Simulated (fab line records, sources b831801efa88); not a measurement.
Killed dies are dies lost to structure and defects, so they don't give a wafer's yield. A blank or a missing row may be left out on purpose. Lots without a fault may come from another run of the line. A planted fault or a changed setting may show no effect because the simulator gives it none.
A struck lot beside a sound one | flow sky130 | 21 steps out of a route of 708
Sound: wafers L584.1, L584.2, L584.3. Struck: wafers L591.1, L591.2, L591.4. The cause comes at the end.
At each step with rows: each side's tool, then ch and its chambers, then its first start. Under that, the readings that differ: sound wafers | struck wafers | difference of the means | sigmas: that difference in standard deviations of wafers without a fault.
alike: readings whose means differ by less than 2 such deviations, and words and numbers that are the same on both sides. not compared: withheld readings, readings that some wafer has no value for, bounds like >300 that may hide the same value, and numbers for which the record gives no deviation and whose values overlap.
The two part at a step that has a row with sigmas, a row that says differs or no value, or rows on one side only. Numbers that don't overlap but have no deviation are shown without sigmas and don't part them. A reading that every wafer of one side lacks parts them only if that side has two wafers or more.

first, 7 steps without rows for these wafers: SKY_DNWELL_HMDS_01 (prime time 60 s); SKY_DNWELL_COAT_02 (resist thk 3000 nm); SKY_DNWELL_SOFTBAKE_03; SKY_DNWELL_EXPOSE_04 (exposes mask DNM, target cd 3000 nm); SKY_DNWELL_PEB_05; SKY_DNWELL_DEVELOP_06 (develop time 60 s); SKY_DNWELL_IMPLANT_07.
SKY_DNWELL_STRIP_08: strips in O2/N2.
  sound on plasma_asher-03 ch 0,1, day 5 10:28; struck on plasma_asher-03 ch 0,1, day 7 01:38
  alike: drypump_motor_current_A, oes_product_au, strip_time_to_endpoint_s
  not compared: rf_hours_counter_h
SKY_DNWELL_TW_MEAS_09:
  sound on film_metro-03, day 5 10:34; struck on film_metro-04, day 7 01:44
  alike: DNWELL_TW
then, 3 steps without rows for these wafers: SKY_PWDE_DEHYDRATE_00 (time 60 s); SKY_PWDE_HMDS_01 (prime time 60 s); SKY_PWDE_COAT_02 (resist thk 3000 nm).
SKY_PWDE_SOFTBAKE_03:
  sound on litho_track-01 ch 0, day 5 18:27; struck on litho_track-01 ch 0, day 7 10:00
  reading                                | sound                | struck               | difference | sigmas
  heater_power_total_W (W)               | 65.10 65.58 65.46    | 68.51 68.57 68.58    | +3.17      | +23
  plate_temp_C (C)                       | 110.16 110.01 110.03 | 113.87 113.92 113.92 | +3.84      | +35
  model.coat_of_PWDE_COAT_02.thk_nm (nm) | 2999 3002 3006       | 2955 2960 2960       | -44        |
then, 2 steps without rows for these wafers: SKY_PWDE_EXPOSE_04 (exposes mask PWDEM, target cd 840 nm); SKY_PWDE_PEB_05.
SKY_PWDE_DEVELOP_06: develop time 60 s.
  sound on litho_track-03 ch 0; struck on litho_track-04 ch 0
  reading                                | sound          | struck         | difference | sigmas
  model.coat_of_PWDE_COAT_02.thk_nm (nm) | 2995 2997 3002 | 2951 2956 2956 | -44        |
SKY_PWDE_OVL_MEAS_07:
  sound on overlay-01, day 6 03:58; struck on overlay-01, day 7 19:41
  alike: PWDE_OVL
then, 1 step without rows for these wafers: SKY_PWDE_IMPLANT_08.
SKY_PWDE_STRIP_09: strips in O2/N2.
  sound on plasma_asher-04 ch 0,1, day 6 04:10; struck on plasma_asher-03 ch 0,1, day 7 19:52
  reading                      | sound             | struck            | difference | sigmas
  strip_time_to_endpoint_s (s) | 36.90 36.92 36.98 | 36.38 36.44 36.43 | -0.52      | -6
  alike: drypump_motor_current_A, oes_product_au
  not compared: rf_hours_counter_h
SKY_PWDE_TW_MEAS_10:
  sound on film_metro-04, day 6 04:16; struck on film_metro-01, day 7 19:58
  alike: PWDE_TW
-- the record jumps here: 42 days lie between the struck wafers' starts before and after (it left off in module PWDE and takes up again in module PAD_OPEN, whose first step shown is number 708 of the route) --
SKY_PAD_OPEN_PROBE_99:
  sound on prober-01, day 48 11:55; struck on prober-02, day 49 22:35
  alike: killed_at_M0_to_M3, killed_at_M4_up, killed_at_contacts, killed_at_front_end, killed_at_other, killed_dies, killed_on_rim, killed_open, killed_short

WHERE THEY PART
First at SKY_PWDE_SOFTBAKE_03; last, within this record, at SKY_PWDE_STRIP_09. Later steps at which nothing parts them and some readings are alike: SKY_PWDE_TW_MEAS_10, SKY_PAD_OPEN_PROBE_99.

WHY: what the simulator had put in
Process parameter drift: litho_track-01, from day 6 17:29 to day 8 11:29, at SKY_PWDE_SOFTBAKE_03. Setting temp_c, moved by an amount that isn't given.
